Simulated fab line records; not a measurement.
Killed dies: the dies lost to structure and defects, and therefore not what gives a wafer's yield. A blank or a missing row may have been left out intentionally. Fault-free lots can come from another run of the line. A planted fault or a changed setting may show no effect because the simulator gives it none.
A lot that was struck, set against a sound lot || flow sky130 || 12 steps out of a route of 708
Sound: wafers L434.1, L434.2, L434.6. Struck: wafers L446.1, L446.2, L446.3. The cause comes at the end.
At each step with rows: each side's tool, then ch and its chambers, then its first start. Under that, the readings that differ: sound wafers || struck wafers || difference of the means || sigmas: that difference in standard deviations of wafers without a fault.
alike: readings whose means differ by less than 2 such deviations, and words and numbers that are the same on both sides. not compared: withheld readings, readings that some wafer has no value for, bounds like >300 that may hide the same value, and numbers for which the record gives no deviation and whose values overlap.
Wherever a step has rows on one side only, a row that says differs or no value, or a row with sigmas, the two part there. Numbers that have no deviation but don't overlap get no sigmas and don't part them. A reading that every wafer of one side lacks parts them only if that side has two wafers or more.

SKY_FIELD_ISO_BOW_MEAS_00:
  sound on filmMetro-01 at day 1 15:00; struck on filmMetro-02 at day 4 03:00
  alike: INCOMING_BOW
then, 1 step without rows for these wafers: SKY_FIELD_ISO_OXIDATION_01 (stabilise 600 s, purge 300 s, target thk 12 nm).
SKY_FIELD_ISO_THK_MEAS_02:
  sound on filmMetro-04 at day 1 18:02; struck on filmMetro-04 at day 4 06:28
  alike: FIELD_ISO_OXIDATION_00_THK
then, 1 step without rows for these wafers: SKY_FIELD_ISO_CVD_03 (deposits Si3N4 from DCS/NH3, target thk 165 nm, time 2830 s).
SKY_FIELD_ISO_THK_MEAS_04:
  sound on filmMetro-02 at day 1 19:52; struck on filmMetro-01 at day 4 12:08
  alike: FIELD_ISO_CVD_03_THK
then, 4 steps without rows for these wafers: SKY_FIELD_ISO_DEHYDRATE_05 (time 60 s); SKY_FIELD_ISO_HMDS_06 (prime time 60 s); SKY_FIELD_ISO_COAT_07 (resist thk 60 nm); SKY_FIELD_ISO_COAT_08 (resist thk 450 nm).
SKY_FIELD_ISO_SOFTBAKE_09: time 90 s.
  sound on lithoTrack-02 ch 0, day 2 02:00; struck on lithoTrack-03 ch 0, day 4 20:00
{"reading": "heaterPowerTotalW (W)", "sound": "57.28 57.30 57.29", "struck": "57.84 58.13 58.10", "difference": "+0.73", "sigmas": "+7"}
{"reading": "plateTempC (C)", "sound": "100.04 100.01 100.31", "struck": "100.67 100.52 100.67", "difference": "+0.50", "sigmas": "+4"}
then, 2 steps without rows for these wafers: SKY_FIELD_ISO_EXPOSE_10 (exposes mask FOM, target cd 150 nm); SKY_PAD_OPEN_PROBE_99.

== WHERE THEY PART ==
Only at SKY_FIELD_ISO_SOFTBAKE_09, as far as this record shows.

WHY: whatever the simulator had introduced
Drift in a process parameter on lithoTrack-03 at SKY_FIELD_ISO_SOFTBAKE_09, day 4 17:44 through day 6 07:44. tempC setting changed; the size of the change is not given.
